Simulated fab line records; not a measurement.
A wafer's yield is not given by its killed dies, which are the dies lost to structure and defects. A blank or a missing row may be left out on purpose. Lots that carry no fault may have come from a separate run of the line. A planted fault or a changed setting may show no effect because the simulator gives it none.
The tool behind it: which one? ; flow sky130 ; 30 wafers from 10 lots sampled at 6 of the route's 708 steps

WHAT EACH GAUGE READ, for each wafer
SKY_POLY_GATE_THK_MEAS_01.
lot;measured;on;POLY_GATE_CVD_00_THK (nm)
L635;day 14 07:09;filmMetro-03;179.1 181.1 178.2
L636;day 14 15:16;filmMetro-02;182.6 181.3 181.8
L638;day 15 08:59;filmMetro-01;179.5 178.6 180.1
L639;day 15 19:43;filmMetro-02;180.2 180.1 179.7
L642;day 17 18:40;filmMetro-03;181.5 181.0 180.5
L646;day 18 13:47;filmMetro-01;180.6 180.4 179.7
L647;day 18 20:26;filmMetro-01;178.6 179.5 179.7
L648;day 19 05:40;filmMetro-01;149.1 150.6 149.3
L649;day 19 13:07;filmMetro-01;150.6 150.9 151.3
L650;day 19 20:46;filmMetro-03;146.5 145.2 145.3

SKY_METAL2_RS_MEAS_05: measures by four-point-probe.
lot;measured;on;METAL2_ALCU_RS (ohm/sq)
L635;day 34 11:04;filmMetro-03;0.1252 0.1268 0.1253
L636;day 34 18:01;filmMetro-02;0.1285 0.1284 0.1249
L638;day 35 10:52;filmMetro-04;0.1284 0.1256 0.1245
L639;day 35 20:43;filmMetro-04;0.1256 0.1261 0.1240
L642;day 37 21:39;filmMetro-03;0.1233 0.1241 0.1248
L646;day 38 06:37;filmMetro-03;0.1254 0.1272 0.1261
L647;day 38 10:33;filmMetro-03;0.1253 0.1240 0.1261
L648;day 38 21:05;filmMetro-02;0.1253 0.1252 0.1247
L649;day 39 03:43;filmMetro-03;0.1250 0.1257 0.1240
L650;day 39 05:53;filmMetro-02;0.1269 0.1252 0.1268

SKY_CAPM_OVL_MEAS_12.
lot;measured;on;CAPM_OVL (nm)
L635;day 37 20:40;overlay-01;-1.5 0.3 0.3
L636;day 38 05:16;overlay-01;-0.5 0.2 -1.1
L638;day 38 20:39;overlay-01;1.6 1.4 0.8
L639;day 39 04:43;overlay-01;-1.0 -1.2 -1.2
L642;day 41 03:46;overlay-01;-0.3 0.0 0.6
L646;day 41 11:16;overlay-01;-0.3 -0.1 0.4
L647;day 41 15:10;overlay-01;-1.8 -1.5 -0.3
L648;day 42 01:29;overlay-02;0.1 0.9 0.5
L649;day 42 07:43;overlay-02;-0.2 -1.0 -2.1
L650;day 42 09:46;overlay-02;1.0 1.8 1.3

EACH LOT AND THE TOOL THAT RAN IT (in order: tool; ch and the chambers of the sampled wafers; start)
lot;SKY_POLY_GATE_CVD_00;SKY_POLY_GATE_ETCH_17;SKY_METAL2_ETCH_18
L635;lpcvd-01 ch 1, day 14 05:56;rieSi-02 ch 0,2, day 16 18:57;rieMetal-03 ch 0,1, day 35 13:59
L636;lpcvd-01 ch 1, day 14 14:04;rieSi-01 ch 1,2,3, day 17 02:21;rieMetal-01 ch 0,1, day 35 21:09
L638;lpcvd-01 ch 0, day 15 07:47;rieSi-01 ch 0,1,3, day 17 20:00;rieMetal-02 ch 0,1, day 36 14:06
L639;lpcvd-01 ch 0, day 15 18:31;rieSi-02 ch 0,1,3, day 18 06:03;rieMetal-03 ch 0, day 36 23:53
L642;lpcvd-01 ch 1, day 17 17:28;rieSi-02 ch 0,1,2, day 20 10:42;rieMetal-02 ch 0,1, day 38 23:12
L646;lpcvd-01 ch 0, day 18 12:34;rieSi-01 ch 0,2,3, day 21 05:51;rieMetal-03 ch 0,1, day 39 07:34
L647;lpcvd-01 ch 0, day 18 19:14;rieSi-02 ch 1,2,3, day 21 12:33;rieMetal-01 ch 1, day 39 11:57
L648;lpcvd-01 ch 0, day 19 04:26;rieSi-01 ch 0,1,2, day 21 21:12;rieMetal-02 ch 0,1, day 39 22:31
L649;lpcvd-01 ch 1, day 19 11:55;rieSi-02 ch 0,1,2, day 22 06:02;rieMetal-03 ch 0,1, day 40 04:33
L650;lpcvd-01 ch 1, day 19 19:34;rieSi-01 ch 0,2,3, day 22 10:39;rieMetal-03 ch 0,1, day 40 07:35
- SKY_POLY_GATE_CVD_00: deposits poly-Si, target thk 180 nm, time 720 s.
- SKY_POLY_GATE_ETCH_17: etches poly-Si in HBr/Cl2, stops on SiO2, target depth 180 nm, time 70.5 s.
- SKY_METAL2_ETCH_18: etches BARC in N2/H2, stops on SiO2, time 45.9 s, target depth 60 nm.

WHAT THE TOOLS THEMSELVES READ (means of the sampled wafers that have a number; where no wafer has one, the mark that the record gives instead)
SKY_POLY_GATE_CVD_00.
lot;tool;spikeTcBottomC (C);spikeTcCentreC (C);spikeTcLowerC (C);spikeTcTopC (C);spikeTcUpperC (C)
L635;lpcvd-01;643.4;622.7;621.0;639;617.6
L636;lpcvd-01;643.3;621.8;621.0;638;617.2
L638;lpcvd-01;642.4;621.0;619.4;631;619.3
L639;lpcvd-01;641.6;621.5;619.2;633;619.2
L642;lpcvd-01;642.8;621.9;622.1;639;618.2
L646;lpcvd-01;641.1;621.0;619.3;631;619.9
L647;lpcvd-01;642.1;620.8;619.9;631;619.2
L648;lpcvd-01;633.2;612.2;611.1;622;611.9
L649;lpcvd-01;634.0;613.7;612.7;631;609.5
L650;lpcvd-01;634.7;613.2;611.8;631;609.8

SKY_POLY_GATE_ETCH_17.
lot;tool;HBr_flow_sccm (sccm);drypumpMotorCurrentA (A);oesProductAu (a.u.);rfFwdPowerW (W);throttleValvePct (%)
L635;rieSi-02;150.0;5.3;0.980;395.6;33.683
L636;rieSi-01;150.3;5.8;0.992;397.9;33.678
L638;rieSi-01;149.9;5.8;0.992;395.4;33.687
L639;rieSi-02;150.2;5.7;0.986;395.0;33.685
L642;rieSi-02;149.8;5.6;0.992;397.5;33.677
L646;rieSi-01;149.9;5.5;0.986;395.8;33.684
L647;rieSi-02;149.6;6.0;0.988;397.5;33.688
L648;rieSi-01;150.0;5.3;0.876;396.3;33.672
L649;rieSi-02;149.6;5.6;0.879;398.1;33.681
L650;rieSi-01;150.0;5.5;0.858;397.3;33.685

SKY_METAL2_ETCH_18.
lot;tool;drypumpMotorCurrentA (A);oesProductAu (a.u.);rfFwdPowerW (W);throttleValvePct (%)
L635;rieMetal-03;5.5;0.853;495.4;13.226
L636;rieMetal-01;5.4;0.855;496.5;13.225
L638;rieMetal-02;6.4;0.850;492.4;13.223
L639;rieMetal-03;5.4;0.856;495.4;13.221
L642;rieMetal-02;6.2;0.855;494.5;13.226
L646;rieMetal-03;5.5;0.855;494.4;13.222
L647;rieMetal-01;6.0;0.856;500.6;13.235
L648;rieMetal-02;6.4;0.857;495.4;13.222
L649;rieMetal-03;5.5;0.855;494.4;13.226
L650;rieMetal-03;5.5;0.860;495.7;13.231

THE ANSWER, worked out from the rows above alone
Rule: the lots themselves supply what counts as usual. Put in order of their means at a reading, lots are off if they are a third of the lots or fewer, leave a main group of 4 or more, and stand apart from it by a gap of 3 or more times the standard deviation of the main group's means; of several such gaps the widest counts. If all means in a main group match to the digits the tables above print for the reading, that group is not used. A lot without any number at a reading at which 4 lots or more have one is off too. Where the step has rows for the other lots, those lots are counted as sound. After the gauges, taken in route order, come the tools' own readings; for these a lot's mean is taken, as printed above. At the first step where some lot is off, the reading lying furthest off is the one used; lots without a number count as furthest.
Off: L648, L649, L650, at SKY_POLY_GATE_THK_MEAS_01 (POLY_GATE_CVD_00_THK). Mean 180.2 nm and standard deviation 0.9 in the main group.
If a tool, at a process step before that reading, ran all the lots that are off and no sound lot after the first of them, it fits. The gauges at SKY_POLY_GATE_THK_MEAS_01 aren't tried: what is off there is off at SKY_POLY_GATE_CVD_00 too, on other tools, and a gauge's error can't cause that. One candidate fits, namely lpcvd-01 at SKY_POLY_GATE_CVD_00. Its last sound lot is L647 (day 18 19:14), its first lot that is off L648 (day 19 04:26): a fault that began between those two fits.
The tool's own readings at SKY_POLY_GATE_CVD_00 bear it out: on the lots that are off they differ by more than 5 times the standard deviation of the sound lots' means. spikeTcBottomC reads 634.0 C there against 642.4 C on the sound lots; spikeTcCentreC reads 613.0 C there against 621.5 C on the sound lots; spikeTcLowerC reads 611.9 C there against 620.3 C on the sound lots; spikeTcUpperC reads 610.4 C there against 618.7 C on the sound lots.

WHAT THE SIMULATOR PUT IN
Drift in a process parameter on lpcvd-01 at SKY_POLY_GATE_CVD_00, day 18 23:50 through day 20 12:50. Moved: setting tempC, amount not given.
Struck lots among those shown: L648, L649, L650. The same result came from the rule above.
